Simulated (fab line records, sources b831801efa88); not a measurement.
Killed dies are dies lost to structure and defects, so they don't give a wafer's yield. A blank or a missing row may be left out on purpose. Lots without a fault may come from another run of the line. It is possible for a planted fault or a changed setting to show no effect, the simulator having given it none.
Which of the tools did it?	flow sky130	13 lots, 39 wafers sampled, at 4 steps of a route of 708

## WHAT THE GAUGES SHOWED, per wafer
SKY_VT_ADJUST_HVTR_CD_MEAS_07: the cd target is 380 nm.
lot	measured	on	cd_nm (nm)
L224	day 10 02:07	cd_sem-01	376.5 374.5 375.0
L225	day 10 06:11	cd_sem-01	376.7 380.8 379.0
L228	day 11 01:05	cd_sem-02	378.0 378.6 379.4
L229	day 11 07:56	cd_sem-01	379.5 380.9 379.9
L230	day 11 13:46	cd_sem-02	378.6 379.6 381.3
L232	day 12 05:43	cd_sem-02	381.2 383.5 381.7
L233	day 12 21:52	cd_sem-01	375.8 375.3 376.0
L234	day 12 22:10	cd_sem-02	380.4 382.3 383.4
L235	day 13 07:43	cd_sem-02	381.8 381.3 384.7
L236	day 13 14:49	cd_sem-01	380.8 378.8 382.5
L238	day 14 01:43	cd_sem-02	381.2 381.1 380.8
L239	day 14 06:07	cd_sem-02	379.3 382.4 378.8
L244	day 15 20:07	cd_sem-01	382.1 384.3 383.4

SKY_SONOS_ONO_OVL_MEAS_14.
lot	measured	on	SONOS_ONO_OVL (nm)
L224	day 13 07:11	overlay-02	-0.3 -0.4 -1.4
L225	day 13 12:04	overlay-02	0.7 -0.4 -0.1
L228	day 14 08:18	overlay-01	-0.2 -0.4 -0.4
L229	day 14 16:51	overlay-02	-2.6 -0.7 -1.9
L230	day 14 20:20	overlay-02	1.1 0.9 0.6
L232	day 15 13:50	overlay-02	0.6 -0.6 -0.7
L233	day 16 12:39	overlay-01	1.3 1.5 1.9
L234	day 16 12:57	overlay-02	-0.3 -3.5 -1.6
L235	day 17 06:09	overlay-02	-0.2 -1.1 -2.7
L236	day 17 06:28	overlay-01	2.7 1.1 1.9
L238	day 17 21:14	overlay-02	-1.7 0.5 0.4
L239	day 17 23:20	overlay-02	2.1 2.9 0.5
L244	day 19 23:50	overlay-01	1.5 0.0 0.9

SKY_POLY_GATE_CD_MEAS_22.
lot	measured	on	cd_nm (nm)
L224	day 18 00:58	cd_sem-02	152.0 147.6 151.8
L225	day 18 00:59	cd_sem-01	149.4 151.6 149.8
L228	day 18 09:34	cd_sem-01	155.2 149.6 152.1
L229	day 18 23:23	cd_sem-02	150.3 147.5 146.9
L230	day 18 23:11	cd_sem-02	152.1 151.8 152.7
L232	day 19 18:11	cd_sem-01	152.2 152.4 150.2
L233	day 21 07:25	cd_sem-02	149.5 150.3 154.2
L234	day 21 03:13	cd_sem-01	146.1 145.6 143.9
L235	day 21 14:43	cd_sem-01	147.8 144.6 149.8
L236	day 21 14:47	cd_sem-02	150.7 153.5 149.6
L238	day 22 07:22	cd_sem-02	150.1 153.6 148.4
L239	day 22 09:01	cd_sem-02	149.8 147.4 149.9

## WHICH TOOL RAN EACH LOT (tool, then ch and the chambers of the sampled wafers, then the start)
lot	SKY_GATE_OXIDE_STRIP_13
L224	plasma_asher-04 ch 0,1, day 14 11:43
L225	plasma_asher-03 ch 0,1, day 14 15:52
L228	plasma_asher-03 ch 0,1, day 15 12:40
L229	plasma_asher-04 ch 0, day 16 00:49
L230	plasma_asher-01 ch 0,1, day 16 01:04
L232	plasma_asher-01 ch 0, day 16 20:45
L233	plasma_asher-01 ch 0,1, day 17 22:34
L234	plasma_asher-01 ch 0,1, day 17 23:10
L235	plasma_asher-03 ch 0,1, day 18 15:52
L236	plasma_asher-04 ch 0,1, day 18 16:02
L238	plasma_asher-01 ch 0,1, day 19 11:48
L239	plasma_asher-03 ch 0,1, day 19 12:25
L244	plasma_asher-01 ch 0,1, day 21 08:17
- SKY_GATE_OXIDE_STRIP_13: strips in O2/N2.

## WHAT THE TOOLS THEMSELVES READ (means of the sampled wafers that have a number; where no wafer has one, the mark that the record gives instead)
SKY_GATE_OXIDE_STRIP_13.
lot	tool	drypump_motor_current_A (A)	oes_product_au (a.u.)	strip_time_to_endpoint_s (s)
L224	plasma_asher-04	5.85	0.717	14.15
L225	plasma_asher-03	5.55	0.719	14.11
L228	plasma_asher-03	5.52	0.717	14.16
L229	plasma_asher-04	5.59	0.714	14.16
L230	plasma_asher-01	5.75	0.714	14.16
L232	plasma_asher-01	5.84	0.719	14.18
L233	plasma_asher-01	5.76	0.716	14.24
L234	plasma_asher-01	5.74	0.714	14.10
L235	plasma_asher-03	5.79	0.715	14.23
L236	plasma_asher-04	5.86	0.715	14.18
L238	plasma_asher-01	5.80	0.712	14.18
L239	plasma_asher-03	5.54	0.720	14.16
L244	plasma_asher-01	5.81	0.894	-

## THE ANSWER, worked out from the rows above alone
Rule: usual is defined by the lots themselves. The widest of any qualifying gaps counts: lots, ordered by their means at a reading, are off when they make up no more than a third of the lots, leave a main group of 4 or more, and stand apart from it by 3 or more times the standard deviation of that group's means. Not used: any main group whose means are identical at the precision the tables above print for the reading. A lot without any number at a reading at which 4 lots or more have one is off too. The other lots that the step has rows for count as sound. The gauges are gone through in route order, then the tools' own readings, and for those a lot's mean is taken as printed above. At the first step where some lot is off, the reading lying furthest off is the one used; lots without a number count as furthest.
Off, at SKY_GATE_OXIDE_STRIP_13 on strip_time_to_endpoint_s: L244. Without a number there: L244. Mean 14.17 s and standard deviation 0.039 in the main group.
A tool fits if, at that step or a process step before it, it ran every lot that is off, and no sound lot after the first of them. One fits: SKY_GATE_OXIDE_STRIP_13 on plasma_asher-01. Its last sound lot is L238 (day 19 11:48), its first lot that is off L244 (day 21 08:17): a fault that began between those two fits.
On the lots that are off, the tool's own readings at SKY_GATE_OXIDE_STRIP_13 differ by more than 5 times the standard deviation of the sound lots' means, which bears it out; oes_product_au reads 0.894 a.u. there versus 0.716 a.u. on the sound lots.
Blank at SKY_GATE_OXIDE_STRIP_13 on the lots that are off, where sound lots have numbers: strip_time_to_endpoint_s.

## WHAT THE SIMULATOR HAD PUT IN
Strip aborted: plasma_asher-01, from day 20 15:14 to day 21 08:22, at SKY_GATE_OXIDE_STRIP_13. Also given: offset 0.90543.
Struck lots among those shown: L244. The rule given above showed the same thing.
